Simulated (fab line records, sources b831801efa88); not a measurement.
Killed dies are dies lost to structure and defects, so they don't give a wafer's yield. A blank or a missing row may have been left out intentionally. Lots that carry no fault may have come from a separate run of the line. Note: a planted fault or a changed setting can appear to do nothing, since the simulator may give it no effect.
Problem report in the 8D (eight disciplines) form, filled by code -- flow gf180mcu -- the parts of the form that need people (team, actions taken, sign-off) are left out

## 1. WHAT IS WRONG
Mean M1_ALCU_THK at GF_M1_THK_MEAS_06: 421 nm over 2 wafers in 2 lots; fault-free wafers: 450 nm, standard deviation 5.1. Relative to the usual mean, that is a shift of -5.7 standard deviations.
The step: measures by xrf.
Seen first at day 20 16:53 on film-metro-01, wafer L523.6. At this step, 39 wafers from 13 lots have a number in the record. Rule for "out", or "out of limits": more than 4 standard deviations from the usual mean. The other wafers with a number count as sound.

## 2. WHAT IT IS, WHAT IT ISN'T
question,is,is not
which readings at this step,M1_ALCU_THK,-
which lots,"L523, L525","L511, L512, L514, L515, L519, L526, L528, L531, L532, L533, L534"
which wafers of those lots,"L523.6, L525.4","L523.2, L523.3, L525.1, L525.3"
read on which gauges,"film-metro-01, film-metro-04",film-metro-03
when,from day 20 16:53,"up to then (17 sound wafers); but 20 sound wafers of L525, L526, L528, L531, L532, L533, L534 came after"

## 3. THE SUSPECTS, EACH WITH WHAT RULES IT OUT
Counting: any tool at a process step up to the reading remains a suspect provided it ran every lot that is out. Sound lots after the first of them don't rule it out here, since some wafers of a struck lot are sound.
- the gauge at GF_M1_THK_MEAS_06 has been ruled out. The wafers that are out were read on 2 gauges (film-metro-01, film-metro-04).
- pvd-sputter-01 at GF_M1_SPUTTER_04 (material TiN, target thk 50 nm, time 41.7 s): kept. It processed each lot that is out (first: L523, day 20 16:43); up to then, its last sound lot is L515 (day 17 22:44).
Left after counting: pvd-sputter-01 at GF_M1_SPUTTER_04.

## 4. THE CAUSE (what the simulator had put in)
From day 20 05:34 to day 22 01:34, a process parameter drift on pvd-sputter-01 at GF_M1_SPUTTER_04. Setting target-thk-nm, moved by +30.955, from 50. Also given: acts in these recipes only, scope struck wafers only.
Counting left only this tool.

## 5. SEQUENCE OF EFFECTS, ordered by route
Each row: a reading whose mean over the struck wafers that have a number lies more than 3 standard deviations from the usual. Scope: only readings with a usual standard deviation given in the record; hours: median across lots of the time from each lot's start at the first step in this table that gives one to its start at this step; sigmas: change in usual standard deviations.
hours,step,reading,usual,on struck wafers,change,sigmas
0,GF_M1_THK_MEAS_06,M1_ALCU_THK,450 nm,421,-29,-5.7
Later steps that measure or inspect, where all struck wafers having a row at the step show a number for every such reading and not one has moved that far: GF_M1_OVL_MEAS_15.

## 6. HOW IT WOULD HAVE BEEN CAUGHT EARLIER
11 hours passed between the start of the fault at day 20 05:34 and the first reading out of limits at a measuring or inspecting step in this record, taken at day 20 16:53.
Of the tool readings at GF_M1_SPUTTER_04 for which the record gives a usual standard deviation, none was out on any struck wafer, so an alarm limit of 4 standard deviations on them would not have fired.
Among the 2 lots that are out, L525 began GF_M1_SPUTTER_04 on pvd-sputter-01 after day 20 16:53. Holding the tool at that time would have saved it.
